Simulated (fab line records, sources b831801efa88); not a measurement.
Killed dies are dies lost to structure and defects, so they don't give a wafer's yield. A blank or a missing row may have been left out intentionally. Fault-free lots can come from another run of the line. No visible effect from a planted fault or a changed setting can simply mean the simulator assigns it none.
A single fault, viewed from 2 desks || flow gf180mcu || only its own numbers are on each desk; what lay behind them is given at the end

THE TOOL OWNER'S DESK: cvd_w-01
The tool's own readings at GF_V1_CVD_23 (deposits W, target thk 350 nm, time 105.05 s): means of the sampled wafers that have a number, for each lot that ran on this tool. Marked OUT: a lot whose mean sits more than 4 standard deviations from the usual mean, which makes it out of limits; the brackets give that distance.
Columns: A = heater_power_w at GF_V1_CVD_23, usual 882 W
{"lot": "L286", "first seen here": "day 18 17:27", "A": 961}
{"lot": "L291", "first seen here": "day 22 09:23", "A": 949}
{"lot": "L294", "first seen here": "day 22 13:01", "A": 996}
{"lot": "L301", "first seen here": "day 25 20:11", "A": 963}
{"lot": "L305", "first seen here": "day 26 14:04", "A": 962}
This desk's finding: nothing out of limits on any of the 5 lots.

FROM THE METROLOGY DESK
What the gauges read for every lot (on any tool): the sampled wafers with a number, averaged. Marked OUT: a lot whose mean sits more than 4 standard deviations from the usual mean, which makes it out of limits; the brackets give that distance.
Columns: A = cd_nm at GF_V1_CD_MEAS_14, usual 260.0 nm; B = V1_OVL at GF_V1_OVL_MEAS_15, usual -3 nm; C = V1_W_RS at GF_V1_RS_MEAS_24, usual 0.325 ohm/sq
{"lot": "L283", "first seen here": "day 17 11:06", "A": 258.9, "B": -5, "C": 0.332}
{"lot": "L286", "first seen here": "day 18 16:32", "A": 259.1, "B": 2, "C": 0.324}
{"lot": "L291", "first seen here": "day 22 08:28", "A": 260.4, "B": -5, "C": 0.323}
{"lot": "L294", "first seen here": "day 22 12:04", "A": 261.7, "B": -7, "C": 0.323}
{"lot": "L301", "first seen here": "day 25 19:16", "A": 258.3, "B": -9, "C": 0.326}
{"lot": "L305", "first seen here": "day 26 13:07", "A": 260.4, "B": 5, "C": 0.324}
This desk's finding: nothing out of limits on any of the 6 lots.

PUT TOGETHER
Nothing out of limits was seen by the tool owner's desk.
The metrology desk saw nothing out of limits.

WHAT HAD BEEN PUT IN BY THE SIMULATOR
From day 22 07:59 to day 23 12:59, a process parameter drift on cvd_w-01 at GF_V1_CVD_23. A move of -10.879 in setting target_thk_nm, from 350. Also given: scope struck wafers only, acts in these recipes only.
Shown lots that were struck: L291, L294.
